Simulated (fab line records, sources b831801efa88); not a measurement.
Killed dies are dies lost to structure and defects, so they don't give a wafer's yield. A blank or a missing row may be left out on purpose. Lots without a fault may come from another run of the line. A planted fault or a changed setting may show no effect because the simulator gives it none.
Chamber matching | flow sky130 | SKY_LI_CONTACT_ETCH_14 on rie_diel-02: 4 sister chambers
The step etches BARC in N2/H2, stops on SiO2, time 45.9 s, target depth 60 nm. 14 wafers are shown with their chamber, then 7 later ones without.

WAFERS WITH THEIR CHAMBER
wafer  | chamber | drypump_motor_current_A (A) | oes_product_au (a.u.) | throttle_valve_pct (%)
L818.2 | 1       | 5.5                         | 0.858                 | 13.219
L818.3 | 2       | 5.9                         | 0.848                 | 13.236
L818.4 | 3       | 6.1                         | 0.850                 | 13.227
L821.1 | 0       | 5.8                         | 0.853                 | 13.234
L821.3 | 3       | 6.1                         | 0.856                 | 13.243
L821.6 | 3       | 6.1                         | 0.856                 | 13.228
L829.1 | 3       | 6.2                         | 0.847                 | 13.216
L829.3 | 2       | 5.9                         | 0.843                 | 13.232
L829.6 | 3       | 6.2                         | 0.848                 | 13.227
L830.2 | 3       | 6.1                         | 0.853                 | 13.220
L830.4 | 2       | 5.9                         | 0.861                 | 13.231
L830.6 | 0       | 5.8                         | 0.853                 | 13.225
L836.3 | 1       | 5.5                         | 0.862                 | 13.233
L836.4 | 0       | 5.8                         | 0.854                 | 13.221

SIGNATURES (means of the wafers above)
reading                 | chamber 0 | chamber 1 | chamber 2 | chamber 3 | scatter within a chamber
drypump_motor_current_A | 5.800     | 5.500     | 5.900     | 6.133     | 0.0365
oes_product_au          | 0.85333   | 0.86000   | 0.85067   | 0.85167   | 0.00509
throttle_valve_pct      | 13.22667  | 13.22600  | 13.23300  | 13.22683  | 0.00792
Rule: a wafer's distance from a chamber is the root of the sum, over the readings, of the square of ((its reading less the chamber's mean) divided by the reading's scatter). The wafer belongs to the nearest chamber; if the next one is less than 2 further off, it can't be placed. The scatter: the root of (the sum of the squares of (reading less its chamber's mean) over the shown wafers, divided by (wafers less chambers)).

WAFERS WITHOUT THEIR CHAMBER
wafer  | drypump_motor_current_A (A) | oes_product_au (a.u.) | throttle_valve_pct (%)
L836.5 | 5.5                         | 0.855                 | 13.231
L837.3 | 5.5                         | 0.856                 | 13.234
L837.4 | 5.8                         | 0.857                 | 13.219
L837.6 | 6.1                         | 0.853                 | 13.233
L838.1 | 5.4                         | 0.858                 | 13.214
L838.5 | 5.8                         | 0.863                 | 13.229
L838.6 | 6.2                         | 0.860                 | 13.222

WHICH CHAMBER EACH WENT THROUGH
wafer  | from the rows above     | in truth
L836.5 | 1                       | 1
L837.3 | 1                       | 1
L837.4 | 0                       | 0
L837.6 | 3                       | 3
L838.1 | 1                       | 1
L838.5 | can't be placed: 0 or 2 | 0
L838.6 | 3                       | 3
Placed correctly: 6 of 7. Can't be placed from these rows: 1 (the true chamber is among the candidates in 1). Placed wrongly: 0.
